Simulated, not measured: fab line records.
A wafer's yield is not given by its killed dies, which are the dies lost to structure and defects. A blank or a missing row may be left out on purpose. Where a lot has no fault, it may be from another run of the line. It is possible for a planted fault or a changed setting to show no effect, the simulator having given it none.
The same fault as seen by 2 desks || flow gf180mcu || what lay behind the numbers comes last; until then each desk has only its own

== DESK OF THE TOOL OWNER: litho-track-03 ==
The tool's own readings at GF_CONTACT_DEVELOP_13 (develop time 60 s): means of the sampled wafers that have a number, for each lot that ran on this tool. If a lot's mean is further than 4 standard deviations from the usual mean, the lot is out of limits and carries the mark OUT (the distance appears in the brackets).
Columns: A = developer-temp-C at GF_CONTACT_DEVELOP_13, usual 20.97 C; B = exhaust-pa at GF_CONTACT_DEVELOP_13, usual 44.8 Pa
{"lot": "L679", "first seen here": "day 16 12:31", "A": 21.07, "B": 43.8}
{"lot": "L681", "first seen here": "day 16 23:33", "A": 20.89, "B": 44.4}
{"lot": "L684", "first seen here": "day 18 03:21", "A": 20.97, "B": 43.7}
{"lot": "L687", "first seen here": "day 19 12:18", "A": 20.87, "B": 45.0}
{"lot": "L690", "first seen here": "day 20 08:58", "A": "23.25 (+24) OUT", "B": 44.5}
{"lot": "L691", "first seen here": "day 20 18:54", "A": "23.04 (+22) OUT", "B": 44.6}
{"lot": "L699", "first seen here": "day 24 03:12", "A": 20.94, "B": 44.2}
{"lot": "L701", "first seen here": "day 24 09:24", "A": 21.00, "B": 45.0}
This desk's finding: out of limits on L690, L691; first on L690, day 20 08:58 (developer-temp-C at GF_CONTACT_DEVELOP_13). In limits: L679, L681, L684, L687, L699, L701.

== AT THE METROLOGY DESK ==
What the gauges read, lot by lot, whatever tool the lot ran on: means of the sampled wafers that have a number. If a lot's mean is further than 4 standard deviations from the usual mean, the lot is out of limits and carries the mark OUT (the distance appears in the brackets).
Columns: A = HV_LDD_03_OVL at GF_HV_LDD_OVL_MEAS_47, usual 1.3 nm; B = HV_LDD_CVD_56_THK at GF_HV_LDD_THK_MEAS_57, usual 90.4 nm
{"lot": "L679", "first seen here": "day 12 17:59", "A": 1.7, "B": 90.0}
{"lot": "L681", "first seen here": "day 13 02:37", "A": 1.0, "B": 92.6}
{"lot": "L682", "first seen here": "day 13 20:23", "A": 1.6, "B": 90.6}
{"lot": "L683", "first seen here": "day 13 20:42", "A": 1.8, "B": 89.6}
{"lot": "L684", "first seen here": "day 14 05:26", "A": 0.8, "B": 89.7}
{"lot": "L687", "first seen here": "day 15 09:59", "A": -0.6, "B": 89.7}
{"lot": "L690", "first seen here": "day 16 05:00", "A": 0.4, "B": 90.0}
{"lot": "L691", "first seen here": "day 16 14:53", "A": 2.5, "B": 90.9}
{"lot": "L692", "first seen here": "day 16 20:59", "A": 1.2, "B": 91.7}
{"lot": "L693", "first seen here": "day 17 03:17", "A": 2.4, "B": 90.9}
{"lot": "L695", "first seen here": "day 18 01:25", "A": 0.5, "B": 90.1}
{"lot": "L696", "first seen here": "day 18 11:40", "A": 1.5, "B": 91.0}
{"lot": "L699", "first seen here": "day 20 02:02", "A": -0.1, "B": 90.0}
{"lot": "L701", "first seen here": "day 20 09:05", "A": 1.5, "B": 90.3}
Finding of this desk: none of the 14 lots has anything out of limits.

== PUT TOGETHER ==
At day 20 08:58, on L690, L691, the tool owner's desk was in a position to raise an alarm.
Metrology desk: nothing out of limits seen.
The metrology desk holds a record of L690, L691, inside its limits.
Every lot named ran GF_CONTACT_DEVELOP_13 on litho-track-03.

== WHAT HAD BEEN PUT IN BY THE SIMULATOR ==
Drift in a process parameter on litho-track-03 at GF_CONTACT_DEVELOP_13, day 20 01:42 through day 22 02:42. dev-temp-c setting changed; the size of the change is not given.
Struck lots among those shown: L690, L691.
Each desk's first reading out of limits, in hours after the fault started: the tool owner's desk, 7.
